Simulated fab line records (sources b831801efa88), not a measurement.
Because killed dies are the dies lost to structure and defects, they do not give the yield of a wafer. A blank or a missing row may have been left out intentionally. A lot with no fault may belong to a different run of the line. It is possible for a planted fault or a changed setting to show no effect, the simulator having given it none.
2 desks looking at one fault :: flow gf180mcu :: what lay behind the numbers comes last; until then each desk has only its own

== DESK OF THE TOOL OWNER: rie_diel-02 ==
The tool's own readings at GF_POLY_GATE_ETCH_12 (etches BARC in N2/H2): means of the sampled wafers that have a number, for each lot that ran on this tool. If a lot's mean is further than 4 standard deviations from the usual mean, the lot is out of limits and carries the mark OUT (the distance appears in the brackets).
Columns: A = drypump_motor_current_A at GF_POLY_GATE_ETCH_12, usual 5.6 A; B = oes_product_au at GF_POLY_GATE_ETCH_12, usual 0.737 a.u.; C = rf_fwd_power_W at GF_POLY_GATE_ETCH_12, usual 495.5 W; D = throttle_valve_pct at GF_POLY_GATE_ETCH_12, usual 13.214 %
lot: L306
first seen here: day 9 06:07
A: 5.5
B: 0.735
C: 497.2
D: 13.216

lot: L308
first seen here: day 9 19:37
A: 5.5
B: 0.732
C: 495.8
D: 13.210

lot: L310
first seen here: day 10 09:07
A: 5.6
B: 0.737
C: 496.1
D: 13.211

lot: L315
first seen here: day 11 21:25
A: 5.5
B: 0.735
C: 297.6 (-94) OUT
D: 13.216

lot: L317
first seen here: day 12 11:49
A: 5.5
B: 0.737
C: 295.1 (-95) OUT
D: 13.207

lot: L325
first seen here: day 14 20:13
A: 5.5
B: 0.738
C: 495.9
D: 13.221

lot: L328
first seen here: day 15 16:49
A: 5.5
B: 0.735
C: 497.5
D: 13.210
This desk's finding: out of limits on L315, L317; first on L315, day 11 21:25 (rf_fwd_power_W at GF_POLY_GATE_ETCH_12). L306, L308, L310, L325, L328: within limits.

== AT THE METROLOGY DESK ==
Means of the sampled wafers that have a number, per lot and without regard to the tool the lot ran on: this is what the gauges read. If a lot's mean is further than 4 standard deviations from the usual mean, the lot is out of limits and carries the mark OUT (the distance appears in the brackets).
Columns: A = HV_LDD_TW at GF_HV_LDD_TW_MEAS_11, usual 2423; B = cd_nm at GF_M3_CD_MEAS_14, usual 280.2 nm
lot: L306
first seen here: day 10 01:16
A: 2413
B: 280.5

lot: L307
first seen here: day 10 07:53
A: 2412
B: 278.1

lot: L308
first seen here: day 10 14:37
A: 2405
B: 279.3

lot: L309
first seen here: day 10 18:07
A: 2410
B: 282.2

lot: L310
first seen here: day 11 06:04
A: 2453
B: 279.4

lot: L311
first seen here: day 11 15:10
A: 2420
B: 279.8

lot: L312
first seen here: day 11 16:53
A: 2416
B: 280.6

lot: L315
first seen here: day 12 19:50
A: 2421
B: 278.4

lot: L317
first seen here: day 13 09:22
A: 2454
B: 279.6

lot: L324
first seen here: day 15 10:58
A: 2406
B: 280.1

lot: L325
first seen here: day 15 22:41
A: 2411
B: 280.6

lot: L327
first seen here: day 16 11:16
A: 2415
B: 281.9

lot: L328
first seen here: day 16 17:04
A: 2454
B: 280.5

lot: L329
first seen here: day 17 02:50
A: 2450
B: 283.0
Result from this desk: across the 14 lots, nothing is out of limits.

== BROUGHT TOGETHER ==
The tool owner's desk had the chance to raise an alarm at day 11 21:25 on L315, L317.
At the metrology desk, nothing out of limits was observed.
The metrology desk has L315, L317 on record, within its limits.
GF_POLY_GATE_ETCH_12 was run on rie_diel-02 by each of the lots named.

== WHAT THE SIMULATOR HAD INSERTED ==
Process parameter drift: rie_diel-02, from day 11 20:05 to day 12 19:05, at GF_POLY_GATE_ETCH_12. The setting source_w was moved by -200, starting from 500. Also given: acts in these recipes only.
Struck lots among those shown: L315, L317.
Time in hours from fault onset to the first out-of-limits reading at each desk: the tool owner's desk, 1.
